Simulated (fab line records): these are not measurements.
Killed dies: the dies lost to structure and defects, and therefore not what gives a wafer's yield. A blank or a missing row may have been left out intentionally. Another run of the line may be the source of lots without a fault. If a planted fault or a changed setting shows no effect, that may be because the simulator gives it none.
Split-lot study	flow sky130	23 wafers read across 5 lots, on a route 708 steps long

ON THE SPLIT
At SKY_METAL3_METAL_ETCH_18 (etches the open film in Cl2/BCl3, stops on SiO2, target depth 845 nm, time 183.1 s), the setting icpW was moved away from the recipe's 900 W on 8 of the 23 wafers read, by -6.5% to +6.8%. For the rest of the wafers, this setting stayed at what the recipe calls for.

The split's own step is where the reading is taken.

THE READING
KrF-thick_of_METAL3_COAT_08.thkNm (the simulator's own value, which no gauge read), in nm, at SKY_METAL3_METAL_ETCH_18 (etches the open film in Cl2/BCl3, stops on SiO2, target depth 845 nm, time 183.1 s). The file does not state a usual value for it. Across the 15 wafers here that went through the recipe, the average is 520.3 nm and the standard deviation 6.6 nm.

wafer	tool, chamber at the split	icpW as run, W	against the recipe	KrF-thick_of_METAL3_COAT_08.thkNm, nm	against lot-mates on the recipe
L074.1	rieMetal-02, 1	900	recipe	513.3	-
L074.2	rieMetal-02, 0	900	recipe	513.2	-
L074.3	rieMetal-02, 1	900	recipe	509.9	-
L074.5	rieMetal-02, 0	900	recipe	514.3	-
L074.6	rieMetal-02, 1	900	recipe	519.3	-
L076.1	rieMetal-03, 1	900	recipe	532.3	-
L076.2	rieMetal-03, 0	900	recipe	529.8	-
L076.5	rieMetal-03, 1	900	recipe	526.4	-
L080.2	rieMetal-02, 0,1	900	recipe	518.9	-
L080.4	rieMetal-02, 0,1	900	recipe	518.9	-
L080.3	rieMetal-02, 0	841.7	-6.5%	542.7	+24.1
L080.5	rieMetal-02, 0	900	recipe	518	-
L080.6	rieMetal-02, 1	841.7	-6.5%	552.8	+34.2
L079.1	rieMetal-02, 1	961.5	+6.8%	487.7	-30.0
L079.2	rieMetal-02, 0	961.5	+6.8%	487.1	-30.6
L079.3	rieMetal-02, 0	900	recipe	519.6	-
L079.4	rieMetal-02, 1	961.5	+6.8%	490.2	-27.5
L079.5	rieMetal-02, 0	900	recipe	515.8	-
L083.1	rieMetal-03, 0	935.3	+3.9%	510.1	-17.4
L083.2	rieMetal-03, 1	935.3	+3.9%	512.3	-15.2
L083.3	rieMetal-03, 0	935.3	+3.9%	508.3	-19.2
L083.5	rieMetal-03, 1,0	900	recipe	527.5	-
L083.6	rieMetal-03, 1,0	900	recipe	527.5	-
When a row names more than one chamber, that row covers several wafers, and the file does not tell which wafer ran in which chamber.

FIT RESULTS
A straight line over all 23 wafers: KrF-thick_of_METAL3_COAT_08.thkNm changes by -4.21 nm for each +1% of icpW; r = -0.92; the points scatter about the line by 6.4 nm.
The same after taking each lot's own level away (the mean of its wafers on the recipe; 23 wafers): -4.39 nm for each +1%; r = -0.99; scatter 2.6 nm.
The reading moves by 30 nm for the largest change in icpW, on that fit.
Measured against the standard deviation above, the lots' own levels, which go from 514.00 to 529.50 nm, span 2.4 times it.
The two slopes are in agreement: the lot-to-lot level therefore moves the slope only a little.
Check: with one of the wafers moved furthest among these (+6.8%) left out of the fit, the line predicts -29.8 nm for it against its lot-mates. It came out at -30 nm against them.

ADDITIONAL SPLITS CARRIED BY THESE WAFERS
Note: prior to the reading, these wafers also went through further splits. Each is held against what the fit with the lots' levels taken away leaves over:
other split on the same wafers	wafers away from the commonest value	r with KrF-thick_of_METAL3_COAT_08.thkNm (lot level and that fit taken away)
SKY_VIA1_SPUTTER_20 chamberPressurePa	18	-0.04
SKY_METAL2_SPUTTER_02 timeS	8	-0.23
SKY_METAL2_COAT_10 resistThkNm	9	-0.25
SKY_VIA2_ETCH_15 timeS	9	-0.07
SKY_VIA2_SPUTTER_20 powerW	6	-0.16

THE WHOLE CHAIN: every reading that the file lists as answering this split, in the file's order
step	what it does	reading	change (the file's fit)	r (the file's)
SKY_METAL3_METAL_ETCH_18	etches the open film in Cl2/BCl3, stops on SiO2, target depth 845 nm, time 183.1 s	KrF-thick_of_METAL3_COAT_08.thkNm (the simulator's own value, which no gauge read)	-4.4 nm for each +1% of the setting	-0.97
SKY_METAL3_STRIP_19	strips in O2/N2	stripTimeToEndpointS	withheld for each +1% of the setting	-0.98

FILE'S OWN FIT
KrF-thick_of_METAL3_COAT_08.thkNm changes by -4.4 nm for each +1% of icpW, r = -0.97.
